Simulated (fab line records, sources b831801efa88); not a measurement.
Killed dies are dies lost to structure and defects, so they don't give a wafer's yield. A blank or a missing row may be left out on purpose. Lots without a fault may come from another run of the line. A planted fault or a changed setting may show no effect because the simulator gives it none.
fab line records | flow gf180mcu
record lots=5 wafers=15 last_day=33
route steps=602 shown M4@475 V4@476 MIM@503
lots that met no fault: from a run of the same line without faults
start_h: hours from the record's first day to the start of the lot's first wafer shown | wait_h: hours since the lot's step before | " the same as in the row above | L1.1+2: a row that stands for several wafers | - no value, or no start given | * or withheld: withheld | < > ~ a bound
route shown NAME@n: a module of which the file shows steps, and the number in the route of the first | usual: mean/standard deviation of fault-free wafers | same: alike in all rows | chamber/n: place in a boat | sites: the reading at each site | _std_site: their standard deviation | _edge_site: outer sites' mean less inner sites' | radius_mm: how far each site lies from the wafer's centre | mask NAME#n: copy n | behind: the tool/chamber that last shaped the wafer | hold: why the lot was held/for how many hours/how that ended | device: the transistor (n, p or np) that didn't switch | end of line: the same wafers' tests at the end of the route | a step without rows: its recipe alone | killed: dies lost to structure and defects at the first sort, not the wafer's yield | map: a wafer's dies, x killed, . not, _ none there
set.NAME: the setting as run; set.NAME@STEP: as run at that earlier step | model.NAME: the simulator's own value behind a step, which no gauge read
lots at some steps of the route; a table a step, a row a wafer
services: from which hour (start_h, from the record's first day; less than 0 if before it) a tool's chamber was out of use, for how many hours, and why
## steps
# step GF_M4_CLEAN_19
# recipe chemistry=DIW dry=n2_spin
# columns lot.wafer tool chamber start_h wait_h
L081.1+3+4 wet_bench-01 0 596.15 0.0
L080.2+5+6 wet_bench-04 3 596.68 0.0
L087.2+3+5 wet_bench-01 0 658.53 0.0
L089.2+3+5 wet_bench-04 3 665.96 0.0
L093.2+3+4 wet_bench-04 2 681.92 0.0
# step GF_V4_CVD_00
# recipe material=SiO2 target_thk_nm=600 sigma_open_frac=0.3 temp_c=400 time_s=100 sih4_flow_sccm=60 pressure_mtorr=6
# usual sih4_flow_sccm=60.01/0.17
# columns lot.wafer tool chamber start_h wait_h sih4_flow_sccm
L081.1 hdpcvd-01 1 596.24 0.0 59.77
L081.3 " 2 " " 60.09
L081.4 " 1 " " 59.79
L080.2 hdpcvd-02 2 596.78 0.0 59.84
L080.5 " 1 " " 59.79
L080.6 " 0 " " 60.04
L087.2 hdpcvd-02 0 658.63 0.0 59.76
L087.3 " 1 " " 60.14
L087.5 " 2 " " 60.27
L089.2 hdpcvd-01 2 666.06 0.0 59.83
L089.3 " 1 " " 60.18
L089.5 " 1 " " 60.15
L093.2 hdpcvd-02 2 682.02 0.0 59.91
L093.3 " 1 " " 60.15
L093.4 " 0 " " 59.90
# step GF_V4_THK_MEAS_01
# recipe reads=SiO2_of_V4_CVD_00
# usual V4_CVD_00_THK=600/6.2
# columns lot.wafer tool chamber start_h wait_h V4_CVD_00_THK[nm]
L081.1 film_metro-02 - 596.31 0.0 600
L081.3 " - " " 604
L081.4 " - " " 604
L080.2 film_metro-04 - 596.86 0.0 592
L080.5 " - " " 601
L080.6 " - " " 604
L087.2 film_metro-02 - 658.71 0.0 602
L087.3 " - " " 602
L087.5 " - " " 596
L089.2 film_metro-02 - 666.15 0.0 591
L089.3 " - " " 600
L089.5 " - " " 594
L093.2 film_metro-02 - 682.10 0.0 597
L093.3 " - " " 588
L093.4 " - " " 600
# step GF_V4_CVD_02
# recipe material=SiO2 target_thk_nm=850 precursor=TEOS temp_c=400 time_s=94.851 rf_w=600
# usual heater_power_w=665/110
# columns lot.wafer tool chamber start_h wait_h heater_power_w
L081.1 pecvd-01 1 596.37 0.1 800
L081.3 " 2 " " 659
L081.4 " 2 " " 723
L080.2 pecvd-03 0 596.91 0.0 612
L080.5 " 2 " " 754
L080.6 " 1 " " 523
L087.2 pecvd-01 1 658.76 0.0 812
L087.3 " 2 " " 740
L087.5 " 1 " " 663
L089.2 pecvd-01 1 666.20 0.0 766
L089.3 " 0 " " 725
L089.5 " 1 " " 778
L093.2 pecvd-01 2 682.15 0.0 760
L093.3 " 0 " " 747
L093.4 " 2 " " 622
# step GF_V4_THK_MEAS_03
# recipe reads=SiO2_of_V4_CVD_02
# usual V4_CVD_02_THK=847/11
# columns lot.wafer tool chamber start_h wait_h V4_CVD_02_THK[nm]
L081.1 film_metro-01 - 596.44 0.0 854
L081.3 " - " " 826
L081.4 " - " " 847
L080.2 film_metro-01 - 596.99 0.0 832
L080.5 " - " " 854
L080.6 " - " " 851
L087.2 film_metro-01 - 658.84 0.0 843
L087.3 " - " " 836
L087.5 " - " " 856
L089.2 film_metro-01 - 666.28 0.0 833
L089.3 " - " " 819
L089.5 " - " " 849
L093.2 film_metro-02 - 682.23 0.0 838
L093.3 " - " " 832
L093.4 " - " " 844
# step GF_V4_CMP_04
# recipe material=SiO2 down_force_psi=4 platen_rpm=60 pad_velocity_m_s=0.94248
# usual motor_current_A=11.8/1.2 time_to_endpoint_s=79/6.6
# columns lot.wafer tool chamber start_h wait_h motor_current_A time_to_endpoint_s
L081.1 cmp-02 2 596.50 0.1 10.2 78
L081.4 " 3 " " 11.8 75
L081.3 " 0 " " 10.8 70
L080.2 cmp-01 1 597.04 0.0 13.2 74
L080.6 " 1 " " 11.7 79
L080.5 " 2 " " 10.4 78
L087.3 cmp-02 3 658.94 0.1 11.5 66
L087.2 " 0 " " 11.4 75
L087.5 " 3 " " 12.2 75
L089.2 cmp-01 0 666.45 0.2 11.9 81
L089.3 " 1 " " 11.5 75
L089.5 " 1 " " 11.2 85
L093.4 cmp-02 0 682.28 0.0 11.9 75
L093.2 " 2 " " 10.6 74
L093.3 " 3 " " 12.0 65
# step GF_V4_BOW_MEAS_05
# recipe mode=bow
# usual V4_BOW=135/9.2
# columns lot.wafer tool chamber start_h wait_h V4_BOW[um]
L081.1 film_metro-02 - 596.80 0.2 154
L081.3 " - " " 133
L081.4 " - " " 148
L080.2 film_metro-01 - 597.36 0.3 143
L080.5 " - " " 142
L080.6 " - " " 140
L087.2 film_metro-02 - 659.21 0.2 121
L087.3 " - " " 128
L087.5 " - " " 131
L089.2 film_metro-02 - 666.78 0.3 146
L089.3 " - " " 156
L089.5 " - " " 136
L093.2 film_metro-04 - 682.60 0.2 137
L093.3 " - " " 126
L093.4 " - " " 130
# step GF_V4_DEHYDRATE_06
# recipe temp_c=200 time_s=60
# usual plate_temp_C=199.97/0.15
# columns lot.wafer tool chamber start_h wait_h plate_temp_C
L081.1 litho_track-01 0 606.80 10.0 199.97
L081.3 " 0 " " 199.98
L081.4 " 0 " " 199.85
L080.2 litho_track-01 0 607.57 10.2 200.17
L080.5 " 0 " " 200.02
L080.6 " 0 " " 200.13
L087.2 litho_track-01 0 667.62 8.4 199.99
L087.3 " 0 " " 200.09
L087.5 " 0 " " 200.22
L089.2 litho_track-01 0 676.17 9.4 200.16
L089.3 " 0 " " 199.99
L089.5 " 0 " " 199.91
L093.2 litho_track-03 0 691.69 9.1 200.04
L093.3 " 0 " " 199.92
L093.4 " 0 " " 200.18
# step GF_V4_HMDS_07
# recipe prime_time_s=60 prime_temp_c=120
# columns lot.wafer tool chamber start_h wait_h
L081.1+3+4 litho_track-01 0 606.95 0.1
L080.2+5+6 litho_track-01 0 607.72 0.1
L087.2+3+5 litho_track-01 0 667.77 0.1
L089.2+3+5 litho_track-01 0 676.32 0.1
L093.2+3+4 litho_track-03 0 691.84 0.1
# step GF_V4_COAT_08
# recipe resist=BARC temp_c=withheld time_s=withheld spin_rpm=withheld resist_thk_nm=withheld
# usual dispense_pressure_kPa=52.2/1.3
# columns lot.wafer tool chamber start_h wait_h dispense_pressure_kPa
L081.1 litho_track-01 0 607.10 0.1 51.4
L081.3 " 0 " " 51.4
L081.4 " 0 " " 51.4
L080.2 litho_track-01 0 607.87 0.1 51.4
L080.5 " 0 " " 51.4
L080.6 " 0 " " 51.4
L087.2 litho_track-01 0 667.92 0.1 51.4
L087.3 " 0 " " 51.4
L087.5 " 0 " " 51.4
L089.2 litho_track-01 0 676.47 0.1 51.3
L089.3 " 0 " " 51.4
L089.5 " 0 " " 51.4
L093.2 litho_track-03 0 691.99 0.1 54.7
L093.3 " 0 " " 54.7
L093.4 " 0 " " 54.7
# step GF_V4_COAT_09
# recipe resist=KrF spin_rpm=withheld resist_thk_nm=986.7
# usual dispense_pressure_kPa=52.2/1.3
# columns lot.wafer tool chamber start_h wait_h dispense_pressure_kPa
L081.1 litho_track-01 0 - - 51.4
L081.3 " 0 " " 51.4
L081.4 " 0 " " 51.4
L080.2 litho_track-01 0 - - 51.4
L080.5 " 0 " " 51.4
L080.6 " 0 " " 51.4
L087.2 litho_track-01 0 - - 51.4
L087.3 " 0 " " 51.4
L087.5 " 0 " " 51.4
L089.2 litho_track-01 0 - - 51.4
L089.3 " 0 " " 51.4
L089.5 " 0 " " 51.4
L093.2 litho_track-03 0 - - 54.8
L093.3 " 0 " " 54.8
L093.4 " 0 " " 54.8
# step GF_V4_SOFTBAKE_10
# recipe temp_c=130 time_s=60 resist=KrF
# usual plate_temp_C=129.96/0.13
# columns lot.wafer tool chamber start_h wait_h plate_temp_C
L081.1 litho_track-01 0 - - 129.67
L081.3 " 0 " " 129.76
L081.4 " 0 " " 129.94
L080.2 litho_track-01 0 - - 129.97
L080.5 " 0 " " 130.15
L080.6 " 0 " " 130.00
L087.2 litho_track-01 0 - - 129.87
L087.3 " 0 " " 130.04
L087.5 " 0 " " 129.98
L089.2 litho_track-01 0 - - 129.90
L089.3 " 0 " " 129.75
L089.5 " 0 " " 129.56
L093.2 litho_track-03 0 - - 130.27
L093.3 " 0 " " 130.18
L093.4 " 0 " " 130.09
# step GF_V4_EXPOSE_11
# recipe mask_id=Via4 target_cd_nm=260 na=0.68 source_shape=conventional sigma_outer=0.6 dose_mj=38
# usual focus_offset_nm=0.1/0.51
# columns lot.wafer tool chamber start_h wait_h mask focus_offset_nm
L081.1 krf_scanner-01 0 - - Via4#0 -0.6
L081.3 " 0 " " Via4#0 -0.1
L081.4 " 0 " " Via4#0 1.3
L080.2 krf_scanner-02 0 - - Via4#0 0.6
L080.5 " 0 " " Via4#0 -0.5
L080.6 " 0 " " Via4#0 -0.1
L087.2 krf_scanner-01 0 - - Via4#0 0.7
L087.3 " 0 " " Via4#0 -1.0
L087.5 " 0 " " Via4#0 0.5
L089.2 krf_scanner-01 0 - - Via4#0 0.5
L089.3 " 0 " " Via4#0 -0.1
L089.5 " 0 " " Via4#0 0.0
L093.2 krf_scanner-02 0 - - Via4#0 -0.2
L093.3 " 0 " " Via4#0 0.4
L093.4 " 0 " " Via4#0 -0.3
# step GF_V4_PEB_12
# recipe peb_temp_c=135 peb_time_s=90 resist=KrF
# usual plate_temp_C=135.01/0.13
# columns lot.wafer tool chamber start_h wait_h plate_temp_C
L081.1 litho_track-04 0 - - 135.06
L081.3 " 0 " " 135.02
L081.4 " 0 " " 135.08
L080.2 litho_track-04 0 - - 134.86
L080.5 " 0 " " 134.98
L080.6 " 0 " " 134.98
L087.2 litho_track-01 0 - - 135.22
L087.3 " 0 " " 135.37
L087.5 " 0 " " 135.17
L089.2 litho_track-03 0 - - 134.97
L089.3 " 0 " " 135.16
L089.5 " 0 " " 135.04
L093.2 litho_track-03 0 - - 135.21
L093.3 " 0 " " 135.12
L093.4 " 0 " " 135.00
# step GF_V4_DEVELOP_13
# recipe develop_time_s=60 resist=KrF dev_temp_c=21
# columns lot.wafer tool chamber start_h wait_h
L081.1+3+4 litho_track-04 0 617.95 0.2
L080.2+5+6 litho_track-04 0 618.32 0.2
L087.2+3+5 litho_track-01 0 678.47 0.2
L089.2+3+5 litho_track-03 0 685.89 0.2
L093.2+3+4 litho_track-03 0 701.49 0.2
# step GF_V4_CD_MEAS_14
# recipe target_cd_nm=260
# usual cd_nm=260.2/1.3
# columns lot.wafer tool chamber start_h wait_h cd_nm
L081.1 cd_sem-01 - 618.10 0.1 259.8
L081.3 " - " " 260.4
L081.4 " - " " 259.7
L080.2 cd_sem-02 - 618.47 0.1 259.5
L080.5 " - " " 259.9
L080.6 " - " " 259.3
L087.2 cd_sem-02 - 678.62 0.1 262.7
L087.3 " - " " 261.1
L087.5 " - " " 261.9
L089.2 cd_sem-01 - 686.03 0.1 257.7
L089.3 " - " " 258.3
L089.5 " - " " 258.3
L093.2 cd_sem-02 - 701.63 0.1 262.4
L093.3 " - " " 261.6
L093.4 " - " " 260.8
# step GF_V4_OVL_MEAS_15
# usual V4_OVL=2/5.1
# columns lot.wafer tool chamber start_h wait_h V4_OVL[nm]
L081.1 overlay-01 - 618.22 0.1 0
L081.3 " - " " 10
L081.4 " - " " -2
L080.2 overlay-01 - 618.58 0.1 3
L080.5 " - " " 11
L080.6 " - " " 8
L087.2 overlay-01 - 678.73 0.1 8
L087.3 " - " " 7
L087.5 " - " " 8
L089.2 overlay-02 - 686.14 0.1 4
L089.3 " - " " 4
L089.5 " - " " -1
L093.2 overlay-02 - 701.74 0.1 8
L093.3 " - " " 5
L093.4 " - " " 6
# step GF_V4_ETCH_16
# recipe chemistry=N2/H2 target_depth_a=withheld overetch_a=withheld time_s=withheld target=BARC ion_energy_ev=200 source_w=500 bias_w=100 pressure_mtorr=30 n2_flow_sccm=100 h2_flow_sccm=200
# usual bias_w=100.03/0.29 drypump_motor_current_A=5.5/0.5 oes_product_au=0.854/0.005 throttle_valve_pct=13.224/0.0086
# columns lot.wafer tool chamber start_h wait_h bias_w drypump_motor_current_A oes_product_au throttle_valve_pct
L081.1 rie_diel-03 1 618.26 0.0 99.63 5.4 0.850 13.220
L081.3 " 3 " " 100.26 6.0 0.856 13.218
L081.4 " 0 " " 99.90 5.5 0.859 13.220
L080.2 rie_diel-01 2 618.61 0.0 100.56 5.0 0.855 13.230
L080.5 " 0 " " 99.85 5.3 0.860 13.224
L080.6 " 1 " " 100.32 5.6 0.848 13.218
L087.2 rie_diel-02 2 678.76 0.0 99.71 4.9 0.850 13.222
L087.3 " 2 " " 100.12 4.8 0.850 13.215
L087.5 " 0 " " 100.11 4.9 0.862 13.217
L089.2 rie_diel-03 2 686.17 0.0 99.89 6.7 0.862 13.234
L089.3 " 3 " " 100.24 6.0 0.849 13.230
L089.5 " 3 " " 99.87 6.0 0.853 13.230
L093.2 rie_diel-03 1 701.77 0.0 99.63 5.5 0.849 13.236
L093.3 " 2 " " 100.20 6.7 0.850 13.220
L093.4 " 0 " " 100.51 5.5 0.845 13.232
# step GF_V4_ETCH_17
# recipe chemistry=C4F8/O2/Ar mask_material=KrF target=SiO2 stop_on=TiN source_w=1500 bias_w=1200 pressure_mtorr=40 c4f8_flow_sccm=withheld O2_flow_sccm=6 Ar_flow_sccm=300 time_s=withheld target_depth_a=6300
# usual bias_w=1200/3.6 oes_product_au=0.856/0.0045
# columns lot.wafer tool chamber start_h wait_h bias_w oes_product_au
L081.1 rie_diel-03 1 - - 1205 0.851
L081.3 " 3 " " 1194 0.854
L081.4 " 0 " " 1198 0.863
L080.2 rie_diel-01 2 - - 1202 0.859
L080.5 " 0 " " 1201 0.861
L080.6 " 1 " " 1201 0.867
L087.2 rie_diel-02 2 - - 1202 0.858
L087.3 " 2 " " 1202 0.843
L087.5 " 0 " " 1200 0.854
L089.2 rie_diel-03 2 - - 1201 0.857
L089.3 " 3 " " 1194 0.857
L089.5 " 3 " " 1202 0.849
L093.2 rie_diel-03 1 - - 1198 0.862
L093.3 " 2 " " 1202 0.854
L093.4 " 0 " " 1195 0.858
# step GF_V4_STRIP_18
# recipe chemistry=O2/N2 power_w=1400 pressure_mtorr=1500 platen_temp_c=250 o2_flow_sccm=3000 n2_flow_sccm=300 overash_fraction=0.5
# usual drypump_motor_current_A=6.0/0.54 heater_power_w=338/37 oes_product_au=0.587/0.0047
# columns lot.wafer tool chamber start_h wait_h drypump_motor_current_A heater_power_w oes_product_au rf_hours_counter_h
L081.1 plasma_asher-03 0 618.38 - 6.1 282 0.583 106
L081.3 " 0 " " 6.0 287 0.584 -
L081.4 " 1 " " 5.0 369 0.588 -
L080.2 plasma_asher-03 1 618.73 - 5.0 378 0.583 106
L080.5 " 1 " " 5.0 386 0.586 -
L080.6 " 0 " " 6.0 291 0.586 -
L087.2 plasma_asher-01 0 678.95 - 6.2 378 0.585 20
L087.3 " 0 " " 6.2 388 0.588 -
L087.5 " 1 " " 5.9 285 0.586 -
L089.2 plasma_asher-04 1 686.30 - 6.6 360 0.578 95
L089.3 " 1 " " 6.6 361 0.577 -
L089.5 " 0 " " 6.2 312 0.579 -
L093.2 plasma_asher-04 0 701.90 - 6.2 321 0.588 97
L093.3 " 0 " " 6.2 314 0.592 -
L093.4 " 1 " " 6.6 359 0.590 -
# step GF_V4_STRIP_19
# recipe chemistry=post_etch_residue_remover time_s=1200 temp_c=72.5
# usual bath_guard_temp_C=72.3/0.49 bath_heat_duty_pct=14.1/1.5
# columns lot.wafer tool chamber start_h wait_h bath_guard_temp_C bath_heat_duty_pct
L081.1 wet_bench-02 1 618.48 0.1 72.5 16.7
L081.3 " 1 " " 72.0 15.7
L081.4 " 1 " " 72.2 15.1
L080.2 wet_bench-03 0 618.83 0.1 73.0 12.3
L080.5 " 0 " " 73.5 11.9
L080.6 " 0 " " 73.2 12.1
L087.2 wet_bench-03 2 679.05 0.1 72.1 11.4
L087.3 " 2 " " 72.6 13.6
L087.5 " 2 " " 72.3 12.6
L089.2 wet_bench-02 0 686.40 0.1 71.8 13.3
L089.3 " 0 " " 71.9 14.1
L089.5 " 0 " " 71.4 15.0
L093.2 wet_bench-04 2 702.00 0.1 72.4 15.3
L093.3 " 2 " " 72.6 14.6
L093.4 " 2 " " 72.2 16.5
# step GF_V4_CLEAN_20
# recipe chemistry=DIW dry=n2_spin
# columns lot.wafer tool chamber start_h wait_h
L081.1+3+4 wet_bench-04 1 618.83 0.0
L080.2+5+6 wet_bench-02 0 619.24 0.0
L087.2+3+5 wet_bench-03 1 679.39 0.0
L089.2+3+5 wet_bench-04 2 686.74 0.0
L093.2+3+4 wet_bench-03 1 702.41 0.0
# step GF_V4_SPUTTER_21
# recipe material=Ti target_thk_nm=15 chamber_pressure_pa=5 power_w=2500 substrate_temp_c=200 time_s=80.02
# usual throttle_valve_pct=30.0/1.6
# columns lot.wafer tool chamber start_h wait_h throttle_valve_pct
L081.1 pvd_sputter-03 - 618.93 0.0 32.4
L081.3 " - " " 30.2
L081.4 " - " " 29.2
L080.2 pvd_sputter-04 - 619.33 0.0 29.0
L080.5 " - " " 29.0
L080.6 " - " " 31.3
L087.2 pvd_sputter-01 - 679.48 0.0 30.3
L087.3 " - " " 32.4
L087.5 " - " " 27.2
L089.2 pvd_sputter-01 - 686.85 0.0 30.1
L089.3 " - " " 27.1
L089.5 " - " " 28.1
L093.2 pvd_sputter-01 - 702.51 0.0 32.6
L093.3 " - " " 30.0
L093.4 " - " " 27.9
# step GF_V4_SPUTTER_22
# recipe material=TiN target_thk_nm=10 chamber_pressure_pa=5 power_w=4000 time_s=40
# usual throttle_valve_pct=30.0/1.6
# columns lot.wafer tool chamber start_h wait_h throttle_valve_pct
L081.1 pvd_sputter-03 - 618.99 0.0 32.3
L081.3 " - " " 30.1
L081.4 " - " " 28.9
L080.2 pvd_sputter-04 - 619.39 0.0 28.9
L080.5 " - " " 28.6
L080.6 " - " " 31.6
L087.2 pvd_sputter-01 - 679.54 0.0 30.5
L087.3 " - " " 32.3
L087.5 " - " " 27.2
L089.2 pvd_sputter-01 - 686.91 0.0 30.4
L089.3 " - " " 27.5
L089.5 " - " " 28.1
L093.2 pvd_sputter-01 - 702.57 0.0 32.1
L093.3 " - " " 30.3
L093.4 " - " " 27.8
# step GF_V4_CVD_23
# recipe material=W target_thk_nm=350 time_s=104.9 temp_c=400 pressure_torr=40
# usual heater_power_w=834/110
# columns lot.wafer tool chamber start_h wait_h heater_power_w
L081.1 cvd_w-02 1 619.03 0.0 691
L081.3 " 0 " " 1031
L081.4 " 1 " " 683
L080.2 cvd_w-01 0 619.43 0.0 805
L080.5 " 0 " " 815
L080.6 " 1 " " 804
L087.2 cvd_w-01 0 679.58 0.0 788
L087.3 " 1 " " 768
L087.5 " 0 " " 836
L089.2 cvd_w-02 1 686.95 0.0 715
L089.3 " 1 " " 716
L089.5 " 0 " " 999
L093.2 cvd_w-01 1 702.61 0.0 799
L093.3 " 1 " " 806
L093.4 " 0 " " 804
# step GF_V4_RS_MEAS_24
# recipe thk_meas_gauge=four-point-probe reads=W_of_V4_CVD_23+TiN_of_V4_SPUTTER_22+Ti_of_V4_SPUTTER_21
# usual V4_W_RS=0.326/0.0037
# columns lot.wafer tool chamber start_h wait_h V4_W_RS[ohm/sq]
L081.1 film_metro-01 - 619.14 0.1 0.324
L081.3 " - " " 0.322
L081.4 " - " " 0.329
L080.2 film_metro-04 - 619.56 0.1 0.330
L080.5 " - " " 0.332
L080.6 " - " " 0.321
L087.2 film_metro-04 - 679.71 0.1 0.330
L087.3 " - " " 0.322
L087.5 " - " " 0.336
L089.2 film_metro-02 - 687.08 0.1 0.327
L089.3 " - " " 0.324
L089.5 " - " " 0.326
L093.2 film_metro-04 - 702.74 0.1 0.321
L093.3 " - " " 0.326
L093.4 " - " " 0.331
# step GF_V4_THK_MEAS_25
# recipe thk_meas_gauge=xrf reads=W_of_V4_CVD_23
# usual V4_W_THK=353/4
# columns lot.wafer tool chamber start_h wait_h V4_W_THK[nm]
L081.1 film_metro-01 - 619.26 0.1 353
L081.3 " - " " 355
L081.4 " - " " 350
L080.2 film_metro-04 - 619.67 0.1 349
L080.5 " - " " 347
L080.6 " - " " 359
L087.2 film_metro-04 - 679.82 0.1 351
L087.3 " - " " 359
L087.5 " - " " 345
L089.2 film_metro-02 - 687.19 0.1 352
L089.3 " - " " 356
L089.5 " - " " 352
L093.2 film_metro-04 - 702.85 0.1 358
L093.3 " - " " 353
L093.4 " - " " 347
# step GF_V4_CMP_26
# recipe stop_on=SiO2 down_force_psi=3.5 platen_rpm=60 t_overpolish_s=15 target_thk_nm=0 pad_velocity_m_s=0.94248
# usual motor_current_A=10.9/1 overpolish_run_s=15.002/0.0089 time_to_endpoint_s=86/4.9
# same t_overpolish_s=15
# columns lot.wafer tool chamber start_h wait_h motor_current_A overpolish_run_s time_to_endpoint_s
L081.3 cmp-02 2 619.32 0.0 9.5 15.003 85
L081.4 " 0 " " 9.9 14.997 84
L081.1 " 1 " " 12.7 14.999 83
L080.2 cmp-01 0 619.82 0.1 10.8 14.998 87
L080.6 " 2 " " 9.1 15.021 83
L080.5 " 3 " " 11.8 15.011 87
L087.2 cmp-01 0 679.92 0.1 11.4 14.985 88
L087.3 " 2 " " 9.7 14.988 84
L087.5 " 3 " " 12.2 15.013 88
L089.3 cmp-02 2 687.29 0.1 9.4 15.008 84
L089.2 " 0 " " 10.6 15.001 82
L089.5 " 2 " " 10.2 14.997 82
L093.3 cmp-02 2 702.90 0.0 9.7 14.994 85
L093.2 " 3 " " 11.3 15.014 82
L093.4 " 1 " " 12.5 14.997 83
# step GF_MIM_SPUTTER_00
# recipe material=Ti target_thk_nm=37.5 arriving_ion_energy_ev=80 substrate_temp_c=200 chamber_pressure_pa=2 power_w=4000 time_s=150
# usual throttle_valve_pct=30.1/1.6
# columns lot.wafer tool chamber start_h wait_h throttle_valve_pct
L081.1 pvd_sputter-02 - 619.62 0.1 30.9
L081.3 " - " " 32.0
L081.4 " - " " 28.9
L080.2 pvd_sputter-03 - 620.02 0.1 32.4
L080.5 " - " " 29.6
L080.6 " - " " 30.3
L087.2 pvd_sputter-01 - 680.17 0.2 27.4
L087.3 " - " " 32.3
L087.5 " - " " 27.1
L089.2 pvd_sputter-01 - 687.54 0.1 27.8
L089.3 " - " " 30.2
L089.5 " - " " 27.2
L093.2 pvd_sputter-01 - 703.20 0.2 28.2
L093.3 " - " " 30.2
L093.4 " - " " 32.6
# step GF_MIM_SPUTTER_01
# recipe material=TiN target_thk_nm=30 power_w=6500 time_s=25 chamber_pressure_pa=0.4
# usual throttle_valve_pct=30.1/1.6
# columns lot.wafer tool chamber start_h wait_h throttle_valve_pct
L081.1 pvd_sputter-02 - 619.72 0.1 31.0
L081.3 " - " " 31.6
L081.4 " - " " 29.0
L080.2 pvd_sputter-03 - 620.12 0.1 32.2
L080.5 " - " " 29.3
L080.6 " - " " 30.1
L087.2 pvd_sputter-01 - 680.27 0.1 27.1
L087.3 " - " " 32.6
L087.5 " - " " 27.2
L089.2 pvd_sputter-01 - 687.64 0.1 28.2
L089.3 " - " " 30.3
L089.5 " - " " 27.1
L093.2 pvd_sputter-01 - 703.30 0.1 28.1
L093.3 " - " " 30.4
L093.4 " - " " 32.3
# step GF_MIM_SPUTTER_02
# recipe material=AlCu target_thk_nm=450 power_w=10600 time_s=23.9 chamber_pressure_pa=0.4
# usual throttle_valve_pct=30.1/1.6
# columns lot.wafer tool chamber start_h wait_h throttle_valve_pct
L081.1 pvd_sputter-02 - 619.75 0.0 30.9
L081.3 " - " " 31.8
L081.4 " - " " 28.9
L080.2 pvd_sputter-03 - 620.16 0.0 32.6
L080.5 " - " " 29.5
L080.6 " - " " 30.0
L087.2 pvd_sputter-01 - 680.30 0.0 26.9
L087.3 " - " " 32.1
L087.5 " - " " 27.3
L089.2 pvd_sputter-01 - 687.67 0.0 28.3
L089.3 " - " " 30.5
L089.5 " - " " 27.4
L093.2 pvd_sputter-01 - 703.33 0.0 27.8
L093.3 " - " " 30.5
L093.4 " - " " 32.2
# step GF_MIM_SPUTTER_03
# recipe material=Ti target_thk_nm=10 substrate_temp_c=300 chamber_pressure_pa=0.3 power_w=3000 time_s=6.7
# usual throttle_valve_pct=30.1/1.6
# columns lot.wafer tool chamber start_h wait_h throttle_valve_pct
L081.1 pvd_sputter-02 - 619.78 0.0 31.2
L081.3 " - " " 32.0
L081.4 " - " " 29.1
L080.2 pvd_sputter-03 - 620.19 0.0 32.1
L080.5 " - " " 29.5
L080.6 " - " " 29.9
L087.2 pvd_sputter-01 - 680.33 0.0 27.3
L087.3 " - " " 32.5
L087.5 " - " " 27.3
L089.2 pvd_sputter-01 - 687.70 0.0 28.0
L089.3 " - " " 30.4
L089.5 " - " " 27.0
L093.2 pvd_sputter-01 - 703.36 0.0 28.3
L093.3 " - " " 30.4
L093.4 " - " " 32.5
# step GF_MIM_SPUTTER_04
# recipe material=TiN target_thk_nm=50 power_w=6500 time_s=41.7 chamber_pressure_pa=0.4
# usual throttle_valve_pct=30.1/1.6
# columns lot.wafer tool chamber start_h wait_h throttle_valve_pct
L081.1 pvd_sputter-02 - 619.80 0.0 30.9
L081.3 " - " " 31.4
L081.4 " - " " 29.0
L080.2 pvd_sputter-03 - 620.21 0.0 32.1
L080.5 " - " " 29.6
L080.6 " - " " 30.4
L087.2 pvd_sputter-01 - 680.36 0.0 27.0
L087.3 " - " " 32.2
L087.5 " - " " 27.4
L089.2 pvd_sputter-01 - 687.72 0.0 28.0
L089.3 " - " " 30.2
L089.5 " - " " 27.2
L093.2 pvd_sputter-01 - 703.38 0.0 28.1
L093.3 " - " " 30.2
L093.4 " - " " 32.2
# step GF_MIM_CVD_05
# recipe material=Si3N4 target_thk_nm=42 temp_max_c=400 temp_c=385 time_s=29.086 rf_w=450
# usual heater_power_w=604/66
# columns lot.wafer tool chamber start_h wait_h heater_power_w
L081.1 pecvd-02 1 619.84 0.0 637
L081.3 " 0 " " 639
L081.4 " 0 " " 640
L080.2 pecvd-04 2 620.25 0.0 544
L080.5 " 0 " " 633
L080.6 " 1 " " 499
L087.2 pecvd-04 2 680.39 0.0 577
L087.3 " 0 " " 569
L087.5 " 2 " " 578
L089.2 pecvd-02 1 687.76 0.0 752
L089.3 " 2 " " 523
L089.5 " 1 " " 741
L093.2 pecvd-02 0 703.42 0.0 575
L093.3 " 1 " " 697
L093.4 " 2 " " 560
# step GF_MIM_THK_MEAS_06
# recipe reads=Si3N4_of_MIM_CVD_05
# usual MIM_CVD_05_THK=41.8/0.61
# columns lot.wafer tool chamber start_h wait_h MIM_CVD_05_THK[nm]
L081.1 film_metro-02 - 619.87 0.0 42.2
L081.3 " - " " 41.7
L081.4 " - " " 42.4
L080.2 film_metro-03 - 620.29 0.0 40.6
L080.5 " - " " 42.0
L080.6 " - " " 42.7
L087.2 film_metro-01 - 680.44 0.0 41.4
L087.3 " - " " 40.9
L087.5 " - " " 41.9
L089.2 film_metro-03 - 687.81 0.0 42.2
L089.3 " - " " 41.6
L089.5 " - " " 42.2
L093.2 film_metro-02 - 703.46 0.0 41.9
L093.3 " - " " 42.0
L093.4 " - " " 42.3
# step GF_MIM_SPUTTER_07
# recipe material=TiN target_thk_nm=60 power_w=6500 time_s=50 chamber_pressure_pa=0.4
# usual throttle_valve_pct=30.0/1.5
# columns lot.wafer tool chamber start_h wait_h throttle_valve_pct
L081.1 pvd_sputter-01 - 619.93 0.1 32.1
L081.3 " - " " 27.3
L081.4 " - " " 30.1
L080.2 pvd_sputter-02 - 620.34 0.0 29.3
L080.5 " - " " 31.1
L080.6 " - " " 29.2
L087.2 pvd_sputter-02 - 680.49 0.0 31.0
L087.3 " - " " 31.6
L087.5 " - " " 31.1
L089.2 pvd_sputter-03 - 687.86 0.0 28.9
L089.3 " - " " 32.2
L089.5 " - " " 32.2
L093.2 pvd_sputter-02 - 703.51 0.0 31.7
L093.3 " - " " 31.0
L093.4 " - " " 31.1
## services
# columns tool chamber start_h hours kind
hdpcvd-01 - 574.51 5.5 pm
pecvd-02 - 591.12 14.0 pm
cvd_w-02 - 593.63 2.8 pm
rie_diel-02 3 596.00 1.8 repair
pecvd-02 - 596.67 2.6 repair
hdpcvd-02 2 598.65 15.8 repair
wet_bench-02 - 604.89 2.0 repair
pvd_sputter-01 - 606.07 0.5 repair
krf_scanner-02 - 606.76 1.3 repair
krf_scanner-01 - 608.16 2.4 repair
rie_diel-01 1 613.85 4.2 repair
krf_scanner-02 - 618.13 0.8 pm
cmp-01 - 623.36 1.4 repair
pvd_sputter-04 - 627.04 2.2 repair
pvd_sputter-03 - 630.62 3.0 repair
pvd_sputter-03 - 642.31 2.1 repair
rie_diel-03 0 644.66 7.1 repair
cmp-01 - 645.44 2.4 repair
hdpcvd-02 - 646.62 0.4 repair
krf_scanner-01 - 646.88 0.8 pm
cmp-01 - 649.20 1.4 repair
cmp-02 - 663.26 4.6 pm
krf_scanner-01 - 663.57 2.3 repair
pecvd-02 - 694.05 0.8 repair
## key
fault none
